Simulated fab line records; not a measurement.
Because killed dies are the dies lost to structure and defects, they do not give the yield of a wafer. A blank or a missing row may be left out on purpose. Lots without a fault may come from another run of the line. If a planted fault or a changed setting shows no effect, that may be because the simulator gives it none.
Check of tool commonality + flow gf180mcu + 36 wafers sampled across 12 lots

== WHY IT WAS OPENED ==
At GF_POLY_GATE_THK_MEAS_01 the reading POLY_GATE_CVD_00_THK is flagged on 1 of 12 lots. Fault-free wafers read 199.6 nm, with a standard deviation of 1.9.
Rule: a lot is flagged in two cases, either no wafer of it has a number, or all its wafers with numbers fall more than 4 standard deviations from that mean. As for the other lots, they are considered sound.

| lot  | measured     | on            | POLY_GATE_CVD_00_THK (nm), wafer by wafer | flag    |
|------|--------------|---------------|-------------------------------------------|---------|
| L494 | day 8 18:24  | film_metro-03 | 200.4 200.9 200.2                         |         |
| L495 | day 8 21:53  | film_metro-01 | 201.7 199.1 201.2                         |         |
| L496 | day 9 05:11  | film_metro-01 | 205.7 204.2 202.8                         |         |
| L497 | day 9 16:11  | film_metro-01 | 196.0 196.5 197.0                         |         |
| L499 | day 10 03:50 | film_metro-01 | 200.8 198.3 201.5                         |         |
| L500 | day 10 14:19 | film_metro-03 | 202.5 203.5 202.0                         |         |
| L501 | day 10 16:31 | film_metro-01 | 199.1 198.8 199.8                         |         |
| L503 | day 11 09:39 | film_metro-02 | 201.1 202.7 200.2                         |         |
| L508 | day 12 23:07 | film_metro-01 | 229.9 234.4 228.5                         | FLAGGED |
| L510 | day 13 19:04 | film_metro-02 | 196.5 197.1 199.7                         |         |
| L512 | day 14 02:53 | film_metro-01 | 199.0 199.6 200.2                         |         |
| L516 | day 15 07:37 | film_metro-02 | 200.1 202.2 201.2                         |         |
Average over the flagged lots: 230.9 nm; offset from the usual +31.3 nm, equal to +16 standard deviations.

== WHICH TOOL RAN EACH LOT ==
The record holds 2 process steps before the reading, out of a route of 602 steps. Cell contents, in order: the tool; ch with the chambers the sampled wafers went through; the start.
| lot  | flag    | GF_VT_IMPLANT_STRIP_31               | GF_POLY_GATE_CVD_00         |
|------|---------|--------------------------------------|-----------------------------|
| L494 |         | plasma_asher-04 ch 0, day 7 04:40    | lpcvd-02 ch 1, day 8 17:04  |
| L495 |         | plasma_asher-03 ch 0,1, day 7 07:11  | lpcvd-02 ch 1, day 8 20:34  |
| L496 |         | plasma_asher-03 ch 1, day 7 13:29    | lpcvd-02 ch 1, day 9 03:51  |
| L497 |         | plasma_asher-04 ch 0,1, day 7 23:10  | lpcvd-01 ch 1, day 9 14:08  |
| L499 |         | plasma_asher-04 ch 0,1, day 8 11:07  | lpcvd-02 ch 0, day 10 01:49 |
| L500 |         | plasma_asher-02 ch 0,1, day 8 19:53  | lpcvd-02 ch 0, day 10 12:58 |
| L501 |         | plasma_asher-04 ch 0,1, day 8 22:02  | lpcvd-01 ch 1, day 10 14:31 |
| L503 |         | plasma_asher-04 ch 1, day 9 14:55    | lpcvd-02 ch 1, day 11 08:19 |
| L508 | FLAGGED | plasma_asher-04 ch 0,1, day 10 22:47 | lpcvd-01 ch 1, day 12 21:47 |
| L510 |         | plasma_asher-04 ch 0,1, day 11 15:50 | lpcvd-02 ch 0, day 13 17:04 |
| L512 |         | plasma_asher-02 ch 0,1, day 12 00:46 | lpcvd-01 ch 0, day 14 01:29 |
| L516 |         | plasma_asher-04 ch 0,1, day 13 07:50 | lpcvd-02 ch 1, day 15 06:16 |
These steps, and what they do:
- GF_VT_IMPLANT_STRIP_31: strips in O2/N2.
- GF_POLY_GATE_CVD_00: deposits poly-Si, target thk 200 nm, time 1200 s.
- GF_POLY_GATE_THK_MEAS_01

== FLAGGED OVER TOTAL, TOOL BY TOOL (the gauges that took the reading come last) ==
| step                     | tool            | lots run | flagged | share of the flagged lots | sound lots run after its first flagged lot |
|--------------------------|-----------------|----------|---------|---------------------------|--------------------------------------------|
| GF_VT_IMPLANT_STRIP_31   | plasma_asher-02 | 2        | 0       | none                      | -                                          |
| GF_VT_IMPLANT_STRIP_31   | plasma_asher-03 | 2        | 0       | none                      | -                                          |
| GF_VT_IMPLANT_STRIP_31   | plasma_asher-04 | 8        | 1       | all                       | 2 (L510,L516)                              |
| GF_POLY_GATE_CVD_00      | lpcvd-01        | 4        | 1       | all                       | 1 (L512)                                   |
| GF_POLY_GATE_CVD_00      | lpcvd-02        | 8        | 0       | none                      | -                                          |
| GF_POLY_GATE_THK_MEAS_01 | film_metro-01   | 7        | 1       | all                       | 1 (L512)                                   |
| GF_POLY_GATE_THK_MEAS_01 | film_metro-02   | 3        | 0       | none                      | -                                          |
| GF_POLY_GATE_THK_MEAS_01 | film_metro-03   | 2        | 0       | none                      | -                                          |

== WHAT IS ALLOWED BY THE TABLE ==
Every flagged lot was run by 3 rows of the table: plasma_asher-04 at GF_VT_IMPLANT_STRIP_31, lpcvd-01 at GF_POLY_GATE_CVD_00 and film_metro-01 at GF_POLY_GATE_THK_MEAS_01.
- plasma_asher-04 at GF_VT_IMPLANT_STRIP_31: 1 of its 8 lots flagged. Lots that were sound ran on it after the first flagged one (L510, L516); a persistent fault on the entire tool would not allow that.
- lpcvd-01 at GF_POLY_GATE_CVD_00: 1 of its 4 lots flagged. Lots that were sound ran on it after the first flagged one (L512); a persistent fault on the entire tool would not allow that. Its own readings lie more than 4 standard deviations out on every wafer of the flagged lots: spike_tc_centre_C, zone_power_centre_pct.
- film_metro-01 at GF_POLY_GATE_THK_MEAS_01: 1 of its 7 lots flagged. Lots that were sound ran on it after the first flagged one (L512); a persistent fault on the entire tool would not allow that.
Not one row of the table ran every flagged lot while running no sound lot after the first.

== WHAT THE SIMULATOR PUT IN ==
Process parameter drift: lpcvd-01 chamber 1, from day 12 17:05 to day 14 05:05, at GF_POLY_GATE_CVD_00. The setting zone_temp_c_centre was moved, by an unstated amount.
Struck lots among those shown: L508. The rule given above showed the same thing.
